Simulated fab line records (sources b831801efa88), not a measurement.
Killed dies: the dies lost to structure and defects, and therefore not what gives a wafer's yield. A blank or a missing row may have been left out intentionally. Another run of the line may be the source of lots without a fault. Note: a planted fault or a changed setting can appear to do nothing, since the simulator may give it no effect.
2 desks, one fault    flow gf180mcu    numbers are kept per desk, each desk with only its own; the story behind them comes last

## FOR THE TOOL OWNER'S DESK: cmp-02
The tool's own readings at GF_V5_CMP_04 (polishes SiO2): means of the sampled wafers that have a number, for each lot that ran on this tool. The brackets show how far a lot's mean lies from the usual mean; more than 4 standard deviations puts the lot out of limits, marked OUT.
Columns: A = motorCurrentA at GF_V5_CMP_04, usual 12.2 A; B = slurryFilterDpKPa at GF_V5_CMP_04, usual 13.49 kPa
lot   first seen here  A     B
L451  day 26 04:47     10.9  13.52
L454  day 27 09:39     11.5  13.51
L455  day 27 18:42     11.2  13.59
L467  day 31 12:06     11.2  13.59
L469  day 32 05:42     11.3  13.49
L470  day 32 06:59     10.8  13.58
L472  day 32 19:53     11.2  13.50
This desk's verdict: no lot among the 7 shows anything out of limits.

## AT THE METROLOGY DESK
What the gauges read, lot by lot, whatever tool the lot ran on: means of the sampled wafers that have a number. The brackets show how far a lot's mean lies from the usual mean; more than 4 standard deviations puts the lot out of limits, marked OUT.
Columns: A = V5_BOW at GF_V5_BOW_MEAS_05, usual 136 um
lot   first seen here  A
L451  day 26 05:08     145
L452  day 26 20:46     143
L454  day 27 09:52     136
L455  day 27 19:00     140
L459  day 29 07:02     127
L466  day 31 05:35     127
L467  day 31 12:20     134
L468  day 31 20:46     124
L469  day 32 05:57     138
L470  day 32 07:11     133
L472  day 32 20:07     139
This desk's verdict: no lot among the 11 shows anything out of limits.

## PUT TOGETHER
The tool owner's desk saw nothing out of limits.
From the metrology desk's view, nothing was out of limits.

## WHAT HAD BEEN PUT IN BY THE SIMULATOR
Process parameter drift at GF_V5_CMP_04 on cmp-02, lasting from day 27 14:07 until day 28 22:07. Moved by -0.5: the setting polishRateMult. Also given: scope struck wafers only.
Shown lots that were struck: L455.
